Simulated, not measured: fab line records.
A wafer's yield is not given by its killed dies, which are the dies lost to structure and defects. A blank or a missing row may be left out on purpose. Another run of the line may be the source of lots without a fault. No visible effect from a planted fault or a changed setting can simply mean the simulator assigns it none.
What tool caused it? -- flow sfq-line -- 14 lots, 42 wafers sampled, at 3 steps of a route of 325

## WHAT THE GAUGES SHOWED, per wafer
The record lacks any reading of a measuring or inspecting step that a usual standard deviation could be used to judge.

## WHAT TOOL EACH LOT RAN ON (gives the tool, then ch and the chambers of the sampled wafers, and finally the start)
lot,SFQ_TRILAYER_L0_VIA_BARC_OPEN_VIA_ETCH_021,SFQ_TRILAYER_L0_VIA_ETCH_VIA_ETCH_016,SFQ_TRILAYER_M0_LITHO_EXPOSE_022
L279,"rie-diel-03 ch 2,3, day 8 10:58","rie-diel-03 ch 2,3, day 8 11:00","krf-scanner-01 ch 0, day 12 08:07"
L280,"rie-diel-03 ch 1,2,3, day 8 18:10","rie-diel-03 ch 1,2,3, day 8 18:12","krf-scanner-01 ch 0, day 12 17:55"
L281,"rie-diel-02 ch 0,2,3, day 9 00:10","rie-diel-02 ch 0,2,3, day 9 00:12","krf-scanner-01 ch 0, day 13 03:19"
L283,"rie-diel-03 ch 0,1, day 9 14:34","rie-diel-03 ch 0,1, day 9 14:36","krf-scanner-02 ch 0, day 14 03:33"
L284,"rie-diel-03 ch 1,2, day 9 22:18","rie-diel-03 ch 1,2, day 9 22:20","krf-scanner-02 ch 0, day 14 12:21"
L286,"rie-diel-04 ch 0,1,3, day 10 12:42","rie-diel-04 ch 0,1,3, day 10 12:44","krf-scanner-01 ch 0, day 15 11:28"
L287,"rie-diel-04 ch 0,3, day 10 18:42","rie-diel-04 ch 0,3, day 10 18:44","krf-scanner-01 ch 0, day 15 19:16"
L288,"rie-diel-03 ch 0,1, day 10 22:18","rie-diel-03 ch 0,1, day 10 22:20","krf-scanner-01 ch 0, day 15 23:04"
L289,"rie-diel-02 ch 0,1,2, day 11 04:51","rie-diel-02 ch 0,1,2, day 11 04:53","krf-scanner-01 ch 0, day 16 08:28"
L294,"rie-diel-03 ch 1,2,3, day 12 14:37","rie-diel-03 ch 1,2,3, day 12 14:39","krf-scanner-02, day 17 23:00"
L295,"rie-diel-04 ch 1,2,3, day 13 00:03","rie-diel-04 ch 1,2,3, day 13 00:05","krf-scanner-02, day 18 07:24"
L298,"rie-diel-03 ch 0,2, day 14 07:29","rie-diel-03 ch 0,2, day 14 07:31","krf-scanner-01 ch 0, day 20 03:07"
L300,"rie-diel-04 ch 0,3, day 14 15:53","rie-diel-04 ch 0,3, day 14 15:55","krf-scanner-02 ch 0, day 20 16:14"
L301,"rie-diel-02 ch 0,1,2, day 14 23:13","rie-diel-02 ch 0,1,2, day 14 23:15","krf-scanner-02 ch 0, day 20 23:02"
- SFQ_TRILAYER_L0_VIA_BARC_OPEN_VIA_ETCH_021: etches BARC in O2, target depth 125 nm, time 41.7 s.
- SFQ_TRILAYER_L0_VIA_ETCH_VIA_ETCH_016: etches SiO2 in CHF3, stops on MoNx KI, target depth 80 nm.
- SFQ_TRILAYER_M0_LITHO_EXPOSE_022: exposes mask M0, target cd 500 nm.

## AS READ BY THE TOOLS THEMSELVES (means over the sampled wafers that have a number; for cases with no such wafer, the mark the record gives instead)
SFQ_TRILAYER_L0_VIA_BARC_OPEN_VIA_ETCH_021.
lot,tool,bias-w (W),chamber-pressure-mTorr (mTorr),drypump-motor-current-A (A),oes-product-au (a.u.)
L279,rie-diel-03,80.08,29.983,6.4,0.684
L280,rie-diel-03,80.00,30.010,6.1,0.684
L281,rie-diel-02,80.04,29.978,6.3,0.683
L283,rie-diel-03,79.97,29.971,5.7,0.685
L284,rie-diel-03,80.16,30.000,6.2,0.683
L286,rie-diel-04,79.98,29.980,5.6,0.685
L287,rie-diel-04,80.01,29.993,5.8,0.681
L288,rie-diel-03,80.06,29.993,6.1,0.686
L289,rie-diel-02,80.05,29.985,6.0,0.680
L294,rie-diel-03,-,-,-,-
L295,rie-diel-04,-,-,-,-
L298,rie-diel-03,80.15,29.995,6.5,0.685
L300,rie-diel-04,79.90,29.990,5.7,0.685
L301,rie-diel-02,79.94,29.992,6.0,0.685

SFQ_TRILAYER_L0_VIA_ETCH_VIA_ETCH_016.
lot,tool,bias-w (W),chamber-pressure-mTorr (mTorr),drypump-motor-current-A (A),oes-product-au (a.u.)
L279,rie-diel-03,77.66,29.992,6.4,0.836
L280,rie-diel-03,78.09,29.992,6.1,0.832
L281,rie-diel-02,78.11,29.999,6.3,0.834
L283,rie-diel-03,78.02,29.993,5.8,0.841
L284,rie-diel-03,78.25,30.007,6.1,0.836
L286,rie-diel-04,77.91,29.972,5.6,0.842
L287,rie-diel-04,78.16,29.991,5.9,0.837
L288,rie-diel-03,77.80,29.999,6.1,0.845
L289,rie-diel-02,78.18,30.005,6.0,0.835
L294,rie-diel-03,77.85,30.012,6.1,0.373
L295,rie-diel-04,78.17,30.033,5.7,0.373
L298,rie-diel-03,78.00,30.004,6.5,0.845
L300,rie-diel-04,78.10,30.003,5.7,0.842
L301,rie-diel-02,77.95,29.995,6.0,0.837

SFQ_TRILAYER_M0_LITHO_EXPOSE_022.
lot,tool,exposure-dose-mJ-cm2,focus-offset-nm (nm)
L279,krf-scanner-01,14.414,0.1
L280,krf-scanner-01,14.395,0.2
L281,krf-scanner-01,14.404,0.2
L283,krf-scanner-02,14.400,0.5
L284,krf-scanner-02,14.406,0.7
L286,krf-scanner-01,14.402,0.1
L287,krf-scanner-01,14.404,0.0
L288,krf-scanner-01,14.429,0.5
L289,krf-scanner-01,14.412,0.1
L294,krf-scanner-02,-,-
L295,krf-scanner-02,-,-
L298,krf-scanner-01,14.387,0.3
L300,krf-scanner-02,14.398,0.5
L301,krf-scanner-02,14.422,-0.1

## THE ANSWER, worked out from the rows above alone
Rule: the usual values come from the lots themselves. The widest of any qualifying gaps counts: lots, ordered by their means at a reading, are off when they make up no more than a third of the lots, leave a main group of 4 or more, and stand apart from it by 3 or more times the standard deviation of that group's means. Not used: any main group whose means are identical at the precision the tables above print for the reading. Also off: a lot with no number at a reading for which 4 or more lots have one. The other lots that the step has rows for count as sound. After the gauges, taken in route order, come the tools' own readings; for these a lot's mean is taken, as printed above. The first step at which some lot is off is used, and at that step the reading that is off furthest; a lot without a number counts as furthest.
Off: L294, L295, at SFQ_TRILAYER_L0_VIA_BARC_OPEN_VIA_ETCH_021 (bias-w). Without a number there: L294, L295. The main group has a mean of 80.03 W with a standard deviation of 0.075.
If a tool, at that step or one of the process steps before it, ran each lot that is off and ran no sound lot following the first of them, it fits. Not one of the candidates tried fits.

## WHAT HAD BEEN PUT IN BY THE SIMULATOR
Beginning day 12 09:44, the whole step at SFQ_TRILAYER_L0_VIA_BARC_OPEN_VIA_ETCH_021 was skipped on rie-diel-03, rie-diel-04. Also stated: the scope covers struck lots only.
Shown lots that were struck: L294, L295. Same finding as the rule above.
